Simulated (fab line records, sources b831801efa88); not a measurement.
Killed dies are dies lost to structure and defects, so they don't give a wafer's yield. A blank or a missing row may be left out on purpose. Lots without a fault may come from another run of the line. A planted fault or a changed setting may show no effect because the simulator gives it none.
Which tool did it? | flow gf180mcu | 24 lots, 72 wafers sampled, at 4 steps of a route of 602

WHAT THE GAUGES READ, wafer by wafer
GF_V2_CD_MEAS_14: target cd 260 nm.
lot  | measured     | on        | cd_nm (nm)
L074 | day 20 05:41 | cd_sem-02 | 259.4 260.5 261.0
L075 | day 20 13:44 | cd_sem-01 | 260.4 260.5 259.9
L076 | day 20 21:00 | cd_sem-02 | 262.8 262.1 262.4
L077 | day 21 09:31 | cd_sem-02 | 259.9 259.4 260.1
L078 | day 22 04:29 | cd_sem-01 | 259.9 259.2 260.1
L079 | day 22 10:52 | cd_sem-02 | 260.3 259.8 261.2
L080 | day 22 17:33 | cd_sem-01 | 259.6 260.1 260.1
L081 | day 23 00:50 | cd_sem-02 | 259.9 259.6 259.0
L082 | day 23 09:32 | cd_sem-02 | 259.3 260.1 259.7
L083 | day 24 00:55 | cd_sem-02 | 260.0 260.8 260.4
L084 | day 24 09:50 | cd_sem-02 | 260.5 262.0 260.3
L085 | day 24 16:59 | cd_sem-02 | 260.9 260.7 260.5
L086 | day 25 01:16 | cd_sem-01 | 261.2 262.1 260.7
L087 | day 25 04:21 | cd_sem-01 | 259.8 259.5 259.5
L088 | day 25 05:13 | cd_sem-02 | 261.4 260.9 260.2
L089 | day 25 18:44 | cd_sem-01 | 261.8 261.5 263.4
L090 | day 25 22:35 | cd_sem-01 | 258.6 258.7 258.4
L091 | day 26 08:13 | cd_sem-02 | 259.5 258.6 260.1
L092 | day 26 13:46 | cd_sem-01 | 259.6 258.4 258.0
L093 | day 26 18:35 | cd_sem-01 | 259.1 258.5 259.3
L094 | day 27 00:38 | cd_sem-02 | 261.0 260.8 259.7
L095 | day 27 10:19 | cd_sem-02 | 258.8 258.8 260.6
L096 | day 27 14:28 | cd_sem-02 | 262.1 263.1 261.0
L097 | day 28 01:10 | cd_sem-02 | 261.3 260.8 260.8

GF_M5_CD_MEAS_07: target cd 280 nm.
lot  | measured     | on        | cd_nm (nm)
L074 | day 26 05:52 | cd_sem-01 | 280.0 280.0 280.2
L075 | day 26 13:22 | cd_sem-02 | 278.3 278.8 278.0
L076 | day 26 20:29 | cd_sem-01 | 276.5 277.2 277.9
L077 | day 27 05:34 | cd_sem-01 | 280.2 280.2 279.7
L078 | day 27 21:13 | cd_sem-01 | 279.0 280.7 280.3
L079 | day 28 04:23 | cd_sem-01 | 280.1 280.5 281.7
L080 | day 28 09:19 | cd_sem-01 | 280.3 280.6 280.1
L081 | day 28 17:05 | cd_sem-02 | 279.5 278.6 278.9
L082 | day 28 22:44 | cd_sem-02 | 281.0 281.8 281.3
L083 | day 29 12:17 | cd_sem-02 | 280.6 280.7 280.8
L084 | day 29 21:22 | cd_sem-01 | 280.3 279.3 279.3
L085 | day 30 02:31 | cd_sem-01 | 282.0 280.5 280.7
L086 | day 30 07:28 | cd_sem-01 | 281.3 280.1 281.0
L087 | day 30 10:14 | cd_sem-01 | 278.2 277.7 279.1
L088 | day 30 11:29 | cd_sem-01 | 276.8 278.6 276.5
L089 | day 30 23:31 | cd_sem-01 | 279.7 279.8 280.2
L090 | day 31 03:07 | cd_sem-02 | 281.0 282.3 281.2
L091 | day 31 12:31 | cd_sem-01 | 278.2 277.7 278.2
L092 | day 31 16:55 | cd_sem-02 | 281.2 280.7 280.1
L093 | day 31 19:55 | cd_sem-01 | 279.9 279.4 280.3
L094 | day 32 01:23 | cd_sem-02 | 281.0 280.0 280.4
L095 | day 32 09:28 | cd_sem-02 | 281.3 280.8 279.1
L096 | day 32 12:44 | cd_sem-02 | 281.6 281.9 280.6
L097 | day 32 23:02 | cd_sem-01 | 282.0 281.6 281.8

WHICH TOOL RAN EACH LOT (tool, then ch and the chambers of the sampled wafers, then the start)
lot  | GF_CONTACT_CVD_24             | GF_M4_SPUTTER_03
L074 | cvd_w-02 ch 0,1, day 16 02:20 | pvd_sputter-04, day 22 10:23
L075 | cvd_w-01 ch 0,1, day 16 10:06 | pvd_sputter-04, day 22 18:40
L076 | cvd_w-02 ch 0,1, day 16 16:09 | pvd_sputter-04, day 23 01:08
L077 | cvd_w-01 ch 0,1, day 17 04:31 | pvd_sputter-03, day 23 12:24
L078 | cvd_w-01 ch 0,1, day 17 22:59 | pvd_sputter-04, day 24 05:27
L079 | cvd_w-02 ch 0,1, day 18 05:14 | pvd_sputter-01, day 24 12:57
L080 | cvd_w-01 ch 0,1, day 18 13:02 | pvd_sputter-03, day 24 19:53
L081 | cvd_w-01 ch 0,1, day 18 19:14 | pvd_sputter-01, day 25 03:23
L082 | cvd_w-01 ch 0,1, day 19 05:45 | pvd_sputter-04, day 25 10:02
L083 | cvd_w-01 ch 0,1, day 19 22:00 | pvd_sputter-03, day 26 01:01
L084 | cvd_w-02 ch 0,1, day 20 07:27 | pvd_sputter-04, day 26 09:32
L085 | cvd_w-01 ch 0,1, day 20 14:14 | pvd_sputter-04, day 26 16:19
L086 | cvd_w-02 ch 0, day 20 22:38   | pvd_sputter-01, day 27 00:34
L087 | cvd_w-01 ch 0,1, day 21 04:59 | pvd_sputter-01, day 27 02:44
L088 | cvd_w-02 ch 0,1, day 21 05:09 | pvd_sputter-03, day 27 03:26
L089 | cvd_w-02 ch 0,1, day 21 20:29 | pvd_sputter-04, day 27 15:49
L090 | cvd_w-01 ch 0,1, day 22 02:14 | pvd_sputter-03, day 27 20:23
L091 | cvd_w-01 ch 1, day 22 10:53   | pvd_sputter-01, day 28 05:44
L092 | cvd_w-01 ch 0, day 22 17:13   | pvd_sputter-03, day 28 10:37
L093 | cvd_w-01 ch 0,1, day 22 23:32 | pvd_sputter-04, day 28 14:46
L094 | cvd_w-01 ch 0,1, day 23 07:05 | pvd_sputter-04, day 28 20:53
L095 | cvd_w-02 ch 0,1, day 23 16:02 | pvd_sputter-01, day 29 06:11
L096 | cvd_w-02 ch 0,1, day 23 20:53 | pvd_sputter-04, day 29 09:43
L097 | cvd_w-01 ch 0,1, day 24 08:18 | pvd_sputter-04, day 29 20:05
- GF_CONTACT_CVD_24: deposits W, target thk 300 nm, time 90.339 s.
- GF_M4_SPUTTER_03: material Ti, target thk 10 nm, time 6.7 s.

WHAT THE TOOLS THEMSELVES READ (means of the sampled wafers that have a number; where no wafer has one, the mark that the record gives instead)
GF_CONTACT_CVD_24.
lot  | tool     | heater_power_w (W)
L074 | cvd_w-02 | 1053
L075 | cvd_w-01 | 857
L076 | cvd_w-02 | 1006
L077 | cvd_w-01 | 859
L078 | cvd_w-01 | 900
L079 | cvd_w-02 | 984
L080 | cvd_w-01 | 865
L081 | cvd_w-01 | 868
L082 | cvd_w-01 | 907
L083 | cvd_w-01 | 882
L084 | cvd_w-02 | 1006
L085 | cvd_w-01 | 910
L086 | cvd_w-02 | 932
L087 | cvd_w-01 | 880
L088 | cvd_w-02 | 1086
L089 | cvd_w-02 | 1005
L090 | cvd_w-01 | 884
L091 | cvd_w-01 | 939
L092 | cvd_w-01 | 845
L093 | cvd_w-01 | 871
L094 | cvd_w-01 | 911
L095 | cvd_w-02 | 1063
L096 | cvd_w-02 | 1014
L097 | cvd_w-01 | 900

GF_M4_SPUTTER_03.
lot  | tool           | substrate_temp_c (C) | throttle_valve_pct (%)
L074 | pvd_sputter-04 | 299.97               | 31.0
L075 | pvd_sputter-04 | 299.94               | 31.3
L076 | pvd_sputter-04 | 299.79               | 30.8
L077 | pvd_sputter-03 | 300.05               | 29.6
L078 | pvd_sputter-04 | 299.88               | 30.6
L079 | pvd_sputter-01 | 299.88               | 30.0
L080 | pvd_sputter-03 | 300.24               | 29.2
L081 | pvd_sputter-01 | 300.27               | 30.2
L082 | pvd_sputter-04 | 299.94               | 31.1
L083 | pvd_sputter-03 | 299.95               | 29.6
L084 | pvd_sputter-04 | 300.23               | 30.9
L085 | pvd_sputter-04 | 299.96               | 31.2
L086 | pvd_sputter-01 | 300.28               | 30.0
L087 | pvd_sputter-01 | 299.77               | 30.2
L088 | pvd_sputter-03 | 300.06               | 29.6
L089 | pvd_sputter-04 | 299.88               | 31.3
L090 | pvd_sputter-03 | 300.01               | 29.5
L091 | pvd_sputter-01 | 299.86               | 29.8
L092 | pvd_sputter-03 | 299.86               | 29.6
L093 | pvd_sputter-04 | 299.83               | 31.2
L094 | pvd_sputter-04 | 300.08               | 31.3
L095 | pvd_sputter-01 | 300.00               | 30.1
L096 | pvd_sputter-04 | 300.20               | 31.1
L097 | pvd_sputter-04 | 299.78               | 30.8

THE ANSWER, worked out from the rows above alone
Rule: what is usual is taken from the lots themselves. Put in order of their means at a reading, lots are off if they are a third of the lots or fewer, leave a main group of 4 or more, and stand apart from it by a gap of 3 or more times the standard deviation of the main group's means; of several such gaps the widest counts. A main group whose means are all the same, to the digits that the tables above print for the reading, isn't used. A lot without any number at a reading at which 4 lots or more have one is off too. The other lots that the step has rows for count as sound. The gauges are gone through in route order, then the tools' own readings, and for those a lot's mean is taken as printed above. The first step at which some lot is off is used, and at that step the reading that is off furthest; a lot without a number counts as furthest.
No lot is off at any reading shown: from this, nothing can be told.

WHAT THE SIMULATOR HAD PUT IN
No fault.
